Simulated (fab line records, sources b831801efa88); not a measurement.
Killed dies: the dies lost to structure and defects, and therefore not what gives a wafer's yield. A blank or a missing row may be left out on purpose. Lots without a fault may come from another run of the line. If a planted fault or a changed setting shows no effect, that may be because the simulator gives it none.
Shared-tool check -- flow gf180mcu -- Sampled: 13 lots, 39 wafers

## WHY THIS WAS OPENED
2 of 13 lots carry a flag on the reading HV_LDD_2_TW at GF_HV_LDD_TW_MEAS_23. Fault-free wafers read 1055, with a standard deviation of 10.
Rule: flag the lot when none of its wafers has a number, or when each of its wafers that has one lies beyond 4 standard deviations from that mean. The other lots count as sound.

lot,measured,on,"HV_LDD_2_TW, wafer by wafer",flag
L612,day 10 20:49,film metro-03,1032 1030 1030,
L613,day 11 11:28,film metro-04,1058 1059 1056,
L615,day 12 07:15,film metro-04,1055 1060 1059,
L616,day 12 15:02,film metro-02,1072 1064 1067,
L619,day 13 11:31,film metro-02,1065 1073 1066,
L618,day 13 12:28,film metro-04,1059 1059 1058,
L621,day 14 04:28,film metro-04,1771 1777 1775,FLAGGED
L623,day 14 12:55,film metro-04,1057 1054 1058,
L624,day 14 21:58,film metro-03,1747 1750 1747,FLAGGED
L630,day 16 19:37,film metro-03,1037 1046 1040,
L631,day 17 04:27,film metro-02,1055 1060 1060,
L633,day 17 19:39,film metro-02,1063 1062 1059,
L634,day 18 06:52,film metro-04,1060 1049 1053,
On average the flagged lots' numbers are 1761, which is +706 against the usual, or +71 standard deviations.

## LOT BY LOT: THE TOOL USED
The record keeps 1 process step preceding the reading, out of 602 steps on the route. In each cell: the tool, then ch and the chambers that the sampled wafers went through, then the start.
lot,flag,GF_HV_LDD_IMPLANT_21
L612,,"implanter-04 ch 0, day 10 20:34"
L613,,"implanter-01 ch 0, day 11 11:13"
L615,,"implanter-01 ch 0, day 12 07:00"
L616,,"implanter-03 ch 0, day 12 14:47"
L619,,"implanter-01 ch 0, day 13 11:18"
L618,,"implanter-04 ch 0, day 13 12:13"
L621,FLAGGED,"implanter-04 ch 0, day 14 04:13"
L623,,"implanter-01 ch 0, day 14 12:40"
L624,FLAGGED,"implanter-04 ch 0, day 14 21:45"
L630,,"implanter-03 ch 0, day 16 19:22"
L631,,"implanter-04 ch 0, day 17 04:14"
L633,,"implanter-03 ch 0, day 17 19:24"
L634,,"implanter-03 ch 0, day 18 06:37"
What these steps do:
- GF_HV_LDD_IMPLANT_21
- GF_HV_LDD_TW_MEAS_23

## FLAGGED AGAINST TOTAL, ONE TOOL AT A TIME (gauges that did the reading follow at the end)
step,tool,lots run,flagged,share of the flagged lots,sound lots run after its first flagged lot
GF_HV_LDD_IMPLANT_21,implanter-01,4,0,none,-
GF_HV_LDD_IMPLANT_21,implanter-03,4,0,none,-
GF_HV_LDD_IMPLANT_21,implanter-04,5,2,all,1 (L631)
GF_HV_LDD_TW_MEAS_23,film metro-02,4,0,none,-
GF_HV_LDD_TW_MEAS_23,film metro-03,3,1,some,1 (L630)
GF_HV_LDD_TW_MEAS_23,film metro-04,6,1,some,"2 (L623,L634)"

## WHAT THE TABLE PERMITS
Rows of the table that ran each flagged lot: 1, that is implanter-04 at GF_HV_LDD_IMPLANT_21.
- implanter-04 at GF_HV_LDD_IMPLANT_21 ran 5 lots, 2 of them flagged. Sound lots ran on it after the first flagged one (L631), which a lasting fault on the whole tool wouldn't allow. Its own readings lie more than 4 standard deviations out on every wafer of the flagged lots: beam on s, dose ions cm2, faraday current uA.
Every row of the table either missed a flagged lot or ran a sound lot after the first.

## WHAT THE SIMULATOR PUT IN
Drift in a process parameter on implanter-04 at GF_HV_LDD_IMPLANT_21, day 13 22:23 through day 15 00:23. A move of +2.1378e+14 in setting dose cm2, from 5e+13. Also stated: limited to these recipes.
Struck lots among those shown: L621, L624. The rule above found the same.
